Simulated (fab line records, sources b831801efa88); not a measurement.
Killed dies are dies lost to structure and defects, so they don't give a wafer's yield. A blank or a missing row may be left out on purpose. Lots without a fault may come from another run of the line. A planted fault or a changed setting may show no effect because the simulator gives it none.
Which tool did it? | flow sky130 | 14 lots, 42 wafers sampled, at 2 steps of a route of 708

WHAT THE GAUGES READ, wafer by wafer
SKY_VT_ADJUST_NCORE_TW_MEAS_11. Usual: VT_ADJUST_NCORE_TW 220.8, standard deviation 1.1.
lot  | measured     | on            | VT_ADJUST_NCORE_TW                  | flag
L592 | day 8 23:02  | film_metro-02 | 221.3 219.3 220.2                   |
L593 | day 8 23:04  | film_metro-03 | 222.3 221.8 221.0                   |
L595 | day 9 21:04  | film_metro-04 | 219.1 220.7 220.7                   |
L596 | day 9 23:58  | film_metro-03 | 221.7 221.2 221.7                   |
L598 | day 10 16:04 | film_metro-04 | 220.2 222.1 220.8                   |
L601 | day 11 14:50 | film_metro-02 | 211.1 210.4 211.0 211.0 212.4 211.5 | OFF
L603 | day 12 00:52 | film_metro-04 | 221.8 221.5 220.1                   |
L604 | day 12 13:37 | film_metro-02 | 213.2 214.5 213.8 213.2 213.6 213.3 | OFF
L606 | day 12 20:01 | film_metro-04 | 220.3 218.6 220.4                   |
L607 | day 13 06:25 | film_metro-02 | 220.0 221.2 221.2                   |
L609 | day 13 18:55 | film_metro-03 | 220.7 222.0 221.8                   |
L610 | day 14 01:53 | film_metro-02 | 220.9 219.8 219.9                   |
L613 | day 15 07:40 | film_metro-04 | 220.8 219.1 218.9                   |
L614 | day 15 14:23 | film_metro-04 | 220.5 219.8 220.0                   |

WHICH TOOL RAN EACH LOT (tool, then ch and the chambers of the sampled wafers, then the start)
lot  | SKY_VT_ADJUST_NCORE_IMPLANT_09
L592 | implanter-02 ch 0, day 8 22:48
L593 | implanter-04 ch 0, day 8 22:49
L595 | implanter-01 ch 0, day 9 20:50
L596 | implanter-04 ch 0, day 9 23:45
L598 | implanter-02 ch 0, day 10 15:49
L601 | implanter-02 ch 0, day 11 14:36
L603 | implanter-04 ch 0, day 12 00:37
L604 | implanter-02 ch 0, day 12 13:22
L606 | implanter-01 ch 0, day 12 19:46
L607 | implanter-01 ch 0, day 13 06:11
L609 | implanter-04 ch 0, day 13 18:41
L610 | implanter-04 ch 0, day 14 01:40
L613 | implanter-02 ch 0, day 15 07:25
L614 | implanter-04 ch 0, day 15 14:08
- SKY_VT_ADJUST_NCORE_IMPLANT_09

WHAT THE TOOLS THEMSELVES READ (means of the sampled wafers that have a number; where no wafer has one, the mark that the record gives instead)
SKY_VT_ADJUST_NCORE_IMPLANT_09. Usual: dose_ions_cm2 2.4004e+12, standard deviation 2.7e+09; faraday_current_uA 13.55, standard deviation 0.28.
lot  | tool         | dose_ions_cm2 | faraday_current_uA | flag
L592 | implanter-02 | 2.4017e+12    | 13.64              |
L593 | implanter-04 | 2.4014e+12    | 13.69              |
L595 | implanter-01 | 2.3980e+12    | 13.37              |
L596 | implanter-04 | 2.3992e+12    | 13.60              |
L598 | implanter-02 | 2.4004e+12    | 13.57              |
L601 | implanter-02 | 2.1095e+12    | 11.63              | OFF
L603 | implanter-04 | 2.4007e+12    | 13.52              |
L604 | implanter-02 | 2.1105e+12    | 11.88              | OFF
L606 | implanter-01 | 2.4006e+12    | 13.66              |
L607 | implanter-01 | 2.3975e+12    | 13.61              |
L609 | implanter-04 | 2.4006e+12    | 13.64              |
L610 | implanter-04 | 2.4005e+12    | 13.06              |
L613 | implanter-02 | 2.4017e+12    | 13.53              |
L614 | implanter-04 | 2.3977e+12    | 13.45              |

THE ANSWER, worked out from the rows above alone
Rule: a lot is off if the mean of its wafers that have a number lies more than 3 standard deviations from the usual mean. A lot without any number at a reading at which 4 lots or more have one is off too. The other lots that the step has rows for count as sound. The gauges are gone through in route order, then the tools' own readings, and for those a lot's mean is taken as printed above. The first step at which some lot is off is used, and at that step the reading that is off furthest; a lot without a number counts as furthest.
Off: L601, L604, at SKY_VT_ADJUST_NCORE_TW_MEAS_11 (VT_ADJUST_NCORE_TW).
A tool fits if, at a process step before that reading, it ran every lot that is off, and no sound lot after the first of them. The gauges at SKY_VT_ADJUST_NCORE_TW_MEAS_11 aren't tried: what is off there is off at SKY_VT_ADJUST_NCORE_IMPLANT_09 too, on other tools, and a gauge's error can't cause that. None of those tried fits.

WHAT THE SIMULATOR HAD PUT IN
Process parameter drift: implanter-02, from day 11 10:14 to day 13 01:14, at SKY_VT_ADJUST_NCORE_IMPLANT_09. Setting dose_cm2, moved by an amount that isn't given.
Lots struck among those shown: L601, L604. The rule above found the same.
